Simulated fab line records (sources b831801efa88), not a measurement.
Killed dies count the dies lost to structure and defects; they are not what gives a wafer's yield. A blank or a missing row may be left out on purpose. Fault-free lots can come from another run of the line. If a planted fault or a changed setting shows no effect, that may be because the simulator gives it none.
Which tool did it? -- flow gf180mcu -- 11 lots, 33 wafers sampled, at 5 steps of a route of 602

## WHAT EACH GAUGE READ, for each wafer
GF_PSD_RS_MEAS_15: the measuring method here is four-point-probe.
lot,measured,on,PSD_RS (ohm/sq)
L831,day 14 00:56,film metro-03,108.55 108.73 108.66
L832,day 14 07:23,film metro-02,108.32 108.39 108.33
L837,day 16 06:42,film metro-04,108.02 107.70 108.07
L838,day 16 13:44,film metro-02,107.76 107.89 107.80
L845,day 19 06:31,film metro-03,108.08 108.44 108.13
L847,day 19 21:35,film metro-02,108.86 108.71 109.03
L848,day 20 13:22,film metro-02,108.56 108.40 108.49
L849,day 20 17:34,film metro-04,108.42 108.51 108.64
L852,day 21 11:25,film metro-04,108.48 108.61 108.43
L853,day 21 20:25,film metro-02,108.51 108.52 108.22
L854,day 22 03:56,film metro-03,108.96 108.83 108.97

GF_V1_OVL_MEAS_15.
lot,measured,on,V1_OVL (nm)
L831,day 17 21:53,overlay-01,0 -5 0
L832,day 18 05:05,overlay-01,-4 -7 -6
L837,day 20 09:49,overlay-02,5 1 4
L838,day 20 17:52,overlay-02,1 7 -2
L845,day 23 08:49,overlay-01,-8 -1 -10
L847,day 24 00:17,overlay-02,5 -2 2
L848,day 24 14:37,overlay-02,1 -1 -4
L849,day 24 17:26,overlay-02,-4 -4 -3
L852,day 25 09:14,overlay-01,-1 -1 0
L853,day 25 22:04,overlay-02,8 4 4
L854,day 26 00:49,overlay-02,2 -1 -3

## TOOL THAT RAN EACH LOT (tool first, then ch and the chambers of the sampled wafers, then the start)
lot,GF_PSD_IMPLANT_09,GF_PSD_STRIP_10,GF_M1_SPUTTER_01
L831,"implanter-01 ch 0, day 14 00:23","plasma asher-01 ch 0,1, day 14 00:30","pvd sputter-01, day 15 22:37"
L832,"implanter-01 ch 0, day 14 06:50","plasma asher-01 ch 1, day 14 06:58","pvd sputter-03, day 16 05:40"
L837,"implanter-01 ch 0, day 16 06:07","plasma asher-03 ch 0,1, day 16 06:16","pvd sputter-02, day 18 08:07"
L838,"implanter-01 ch 0, day 16 13:09","plasma asher-01 ch 0,1, day 16 13:18","pvd sputter-01, day 18 15:44"
L845,"implanter-02 ch 0, day 19 05:57","plasma asher-01 ch 0,1, day 19 06:06","pvd sputter-02, day 21 08:34"
L847,"implanter-03 ch 0, day 19 21:01","plasma asher-04 ch 0,1, day 19 21:10","pvd sputter-02, day 22 00:17"
L848,"implanter-01 ch 0, day 20 12:48","plasma asher-03 ch 0,1, day 20 12:55","pvd sputter-02, day 22 15:23"
L849,"implanter-01 ch 0, day 20 17:01","plasma asher-03 ch 0,1, day 20 17:10","pvd sputter-03, day 22 19:24"
L852,"implanter-01 ch 0, day 21 10:52","plasma asher-03 ch 0,1, day 21 11:01","pvd sputter-02, day 23 12:34"
L853,"implanter-01 ch 0, day 21 19:51","plasma asher-03 ch 0,1, day 21 20:00","pvd sputter-02, day 23 21:08"
L854,"implanter-01 ch 0, day 22 03:21","plasma asher-04 ch 0,1, day 22 03:30","pvd sputter-01, day 24 04:26"
- GF_PSD_IMPLANT_09
- GF_PSD_STRIP_10: strips in O2/N2.
- GF_M1_SPUTTER_01: material TiN, target thk 30 nm, time 25 s.

## AS READ BY THE TOOLS THEMSELVES (means over the sampled wafers that have a number; for cases with no such wafer, the mark the record gives instead)
GF_PSD_IMPLANT_09.
lot,tool,dose ions cm2,end station pressure torr (Torr),faraday current uA,tilt deg (degrees)
L831,implanter-01,1.4984e+15,1.20e-05,8400,7.029
L832,implanter-01,1.4990e+15,1.16e-05,8338,6.989
L837,implanter-01,1.5533e+15,1.25e-05,8508,7.011
L838,implanter-01,1.5512e+15,1.22e-05,8679,7.001
L845,implanter-02,1.4995e+15,1.11e-05,8244,6.997
L847,implanter-03,1.4999e+15,1.21e-05,8034,6.986
L848,implanter-01,1.4986e+15,1.12e-05,8145,6.989
L849,implanter-01,1.4996e+15,1.20e-05,8288,7.016
L852,implanter-01,1.5000e+15,1.20e-05,8124,7.015
L853,implanter-01,1.5004e+15,1.16e-05,8383,7.035
L854,implanter-01,1.4974e+15,1.16e-05,8341,7.007

GF_PSD_STRIP_10.
lot,tool,drypump motor current A (A),heater power w (W),oes product au (a.u.),platen temp c (C),strip time to endpoint s (s)
L831,plasma asher-01,6.12,312,0.590,250.01,16.47
L832,plasma asher-01,6.11,272,0.594,250.26,16.52
L837,plasma asher-03,6.47,297,0.593,249.93,16.62
L838,plasma asher-01,6.12,316,0.591,249.98,16.62
L845,plasma asher-01,6.11,315,0.592,250.10,16.48
L847,plasma asher-04,5.88,339,0.590,249.93,16.53
L848,plasma asher-03,6.47,295,0.592,249.98,16.55
L849,plasma asher-03,6.56,298,0.593,250.10,16.47
L852,plasma asher-03,6.47,297,0.594,249.90,16.49
L853,plasma asher-03,6.46,295,0.589,250.05,16.51
L854,plasma asher-04,5.87,337,0.592,250.08,16.48

GF_M1_SPUTTER_01.
lot,tool,throttle valve pct (%)
L831,pvd sputter-01,30.2
L832,pvd sputter-03,29.8
L837,pvd sputter-02,29.7
L838,pvd sputter-01,29.9
L845,pvd sputter-02,30.0
L847,pvd sputter-02,29.7
L848,pvd sputter-02,29.8
L849,pvd sputter-03,28.6
L852,pvd sputter-02,30.7
L853,pvd sputter-02,29.5
L854,pvd sputter-01,30.2

## THE ANSWER, worked out from the rows above alone
Rule: the lots themselves supply what counts as usual. Put in order of their means at a reading, lots are off if they are a third of the lots or fewer, leave a main group of 4 or more, and stand apart from it by a gap of 3 or more times the standard deviation of the main group's means; of several such gaps the widest counts. Not used: any main group whose means are identical at the precision the tables above print for the reading. Also off: a lot with no number at a reading for which 4 or more lots have one. The other lots that the step has rows for count as sound. Order of review: gauges by route order, followed by the tools' own readings, for which a lot's mean as printed above is used. At the first step where some lot is off, the reading lying furthest off is the one used; lots without a number count as furthest.
Off: L837, L838 (GF_PSD_IMPLANT_09, dose ions cm2). Mean 1.4992e+15 and standard deviation 8.9e+11 in the main group.
A tool fits if, at that step or a process step before it, it ran every lot that is off, and no sound lot after the first of them. No candidate that was tried fits.

## WHAT THE SIMULATOR HAD INSERTED
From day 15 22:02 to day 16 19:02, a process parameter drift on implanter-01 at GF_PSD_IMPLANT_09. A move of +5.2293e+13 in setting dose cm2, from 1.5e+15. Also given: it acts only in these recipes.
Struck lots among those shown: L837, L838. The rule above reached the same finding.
